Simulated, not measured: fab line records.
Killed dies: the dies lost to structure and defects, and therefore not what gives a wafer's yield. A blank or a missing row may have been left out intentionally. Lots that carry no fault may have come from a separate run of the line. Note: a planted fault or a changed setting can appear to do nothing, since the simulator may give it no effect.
Matching of chambers / flow sky130 / SKY_VIA2_CMP_24 on cmp-01: 4 sister chambers
The step polishes, stops on SiO2, t overpolish 20 s, target thk 0 nm. 4 wafers are shown with their chamber, then 7 later ones without.

WAFERS PAIRED WITH THEIR CHAMBERS
wafer=L084.2; chamber=2; motorCurrentA (A)=11.3
wafer=L084.4; chamber=3; motorCurrentA (A)=9.8
wafer=L090.1; chamber=1; motorCurrentA (A)=10.9
wafer=L090.2; chamber=0; motorCurrentA (A)=11.1

WAFERS WHOSE CHAMBER IS MISSING
wafer=L090.6; motorCurrentA (A)=10.7
wafer=L093.1; motorCurrentA (A)=11.2
wafer=L093.4; motorCurrentA (A)=9.9
wafer=L093.6; motorCurrentA (A)=9.7
wafer=L094.1; motorCurrentA (A)=11.0
wafer=L094.2; motorCurrentA (A)=11.3
wafer=L094.6; motorCurrentA (A)=10.2

WHICH CHAMBER EACH WENT THROUGH
wafer=L090.6; from the rows above=can't be placed: 1 or 0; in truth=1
wafer=L093.1; from the rows above=can't be placed: 0 or 2 or 1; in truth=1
wafer=L093.4; from the rows above=3; in truth=3
wafer=L093.6; from the rows above=3; in truth=3
wafer=L094.1; from the rows above=can't be placed: 0 or 1 or 2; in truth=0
wafer=L094.2; from the rows above=can't be placed: 2 or 0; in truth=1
wafer=L094.6; from the rows above=can't be placed: 3 or 1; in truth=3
Correct placement for 2 of the 7. Can't be placed from these rows: 5 (the true chamber is among the candidates in 4). 0 placed wrongly.
How it was worked out, from the rows above alone: a wafer's distance from a chamber is the root of the sum, over the readings, of the square of ((its reading less the chamber's mean) divided by the reading's scatter). The wafer belongs to the nearest chamber; if the next one is less than 2 further off, it can't be placed. Each chamber's mean is taken over the wafers shown for it. The scatter (one wafer shown for each chamber): square how far every hidden wafer sits from the nearest shown wafer, average those squares and take the square root.
